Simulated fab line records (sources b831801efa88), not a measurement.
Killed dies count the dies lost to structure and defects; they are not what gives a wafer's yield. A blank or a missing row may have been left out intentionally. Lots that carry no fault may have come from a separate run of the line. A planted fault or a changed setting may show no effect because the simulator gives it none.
Which tool was responsible?    flow sky130    Sampling: 13 lots, 39 wafers, 2 of 708 route steps

## WHAT THE GAUGES READ, wafer by wafer
SKY_POLY_GATE_THK_MEAS_01.
lot   measured      on             POLY_GATE_CVD_00_THK (nm)
L865  day 13 14:16  film metro-01  179.7 179.9 181.4
L866  day 13 21:38  film metro-01  179.7 177.6 178.1
L867  day 14 10:22  film metro-01  176.9 179.2 178.6
L868  day 14 14:57  film metro-02  179.9 180.5 180.0
L869  day 15 00:49  film metro-01  178.5 180.2 178.3
L870  day 15 08:49  film metro-02  178.8 178.1 178.2
L873  day 16 16:58  film metro-02  176.9 176.7 176.0
L875  day 18 05:35  film metro-01  177.8 177.1 176.7
L876  day 18 12:31  film metro-01  178.0 177.1 179.0
L878  day 18 20:11  film metro-02  180.3 179.7 179.5
L879  day 19 00:37  film metro-02  178.9 179.5 178.2
L885  day 21 04:50  film metro-01  163.8 163.0 164.0
L887  day 21 17:25  film metro-02  179.1 178.3 179.8

## WHAT TOOL EACH LOT RAN ON (gives the tool, then ch and the chambers of the sampled wafers, and finally the start)
lot   SKY_POLY_GATE_CVD_00
L865  lpcvd-01 ch 1, day 13 13:02
L866  lpcvd-01 ch 1, day 13 20:25
L867  lpcvd-01 ch 0, day 14 08:32
L868  lpcvd-01 ch 1, day 14 13:44
L869  lpcvd-01 ch 0, day 14 23:36
L870  lpcvd-01 ch 1, day 15 07:37
L873  lpcvd-01 ch 1, day 16 15:45
L875  lpcvd-01 ch 1, day 18 04:22
L876  lpcvd-01 ch 1, day 18 11:19
L878  lpcvd-01 ch 0, day 18 18:58
L879  lpcvd-01 ch 1, day 18 23:24
L885  lpcvd-01 ch 1, day 21 03:38
L887  lpcvd-01 ch 0, day 21 16:13
- SKY_POLY_GATE_CVD_00: deposits poly-Si, target thk 180 nm, time 720 s.

## AS READ BY THE TOOLS THEMSELVES (means over the sampled wafers that have a number; for cases with no such wafer, the mark the record gives instead)
SKY_POLY_GATE_CVD_00.
lot   tool      spike tc bottom C (C)  spike tc lower C (C)  spike tc upper C (C)  susceptor temp C (C)
L865  lpcvd-01  637.6                  620.1                 619.1                 620.0
L866  lpcvd-01  637.3                  618.2                 619.8                 619.4
L867  lpcvd-01  641.0                  620.9                 619.4                 619.9
L868  lpcvd-01  637.7                  618.1                 619.7                 620.2
L869  lpcvd-01  640.7                  620.6                 618.6                 619.8
L870  lpcvd-01  638.8                  619.4                 620.0                 620.1
L873  lpcvd-01  637.3                  618.7                 619.7                 620.1
L875  lpcvd-01  637.4                  618.2                 618.7                 619.9
L876  lpcvd-01  637.7                  618.2                 619.7                 619.7
L878  lpcvd-01  640.4                  621.5                 619.4                 620.3
L879  lpcvd-01  637.3                  619.6                 619.4                 620.0
L885  lpcvd-01  633.6                  614.0                 615.6                 615.7
L887  lpcvd-01  640.7                  619.9                 619.8                 619.8

## THE ANSWER, worked out from the rows above alone
Rule: the lots themselves supply what counts as usual. Put in order of their means at a reading, lots are off if they are a third of the lots or fewer, leave a main group of 4 or more, and stand apart from it by a gap of 3 or more times the standard deviation of the main group's means; of several such gaps the widest counts. A main group whose means are all the same, to the digits that the tables above print for the reading, isn't used. Also off: a lot with no number at a reading for which 4 or more lots have one. Where the step has rows for the other lots, those lots are counted as sound. Order of review: gauges by route order, followed by the tools' own readings, for which a lot's mean as printed above is used. At the first step where some lot is off, the reading lying furthest off is the one used; lots without a number count as furthest.
Off: at SKY_POLY_GATE_THK_MEAS_01 (POLY_GATE_CVD_00_THK), L885. For the main group the mean is 178.7 nm and the standard deviation 1.1.
A tool fits if, at a process step before that reading, it ran every lot that is off, and no sound lot after the first of them. Not tried: the gauges at SKY_POLY_GATE_THK_MEAS_01; whatever is off there is also off at SKY_POLY_GATE_CVD_00, on other tools, and gauge error can't account for it. Of those tried, none fits.

## WHAT THE SIMULATOR PUT IN
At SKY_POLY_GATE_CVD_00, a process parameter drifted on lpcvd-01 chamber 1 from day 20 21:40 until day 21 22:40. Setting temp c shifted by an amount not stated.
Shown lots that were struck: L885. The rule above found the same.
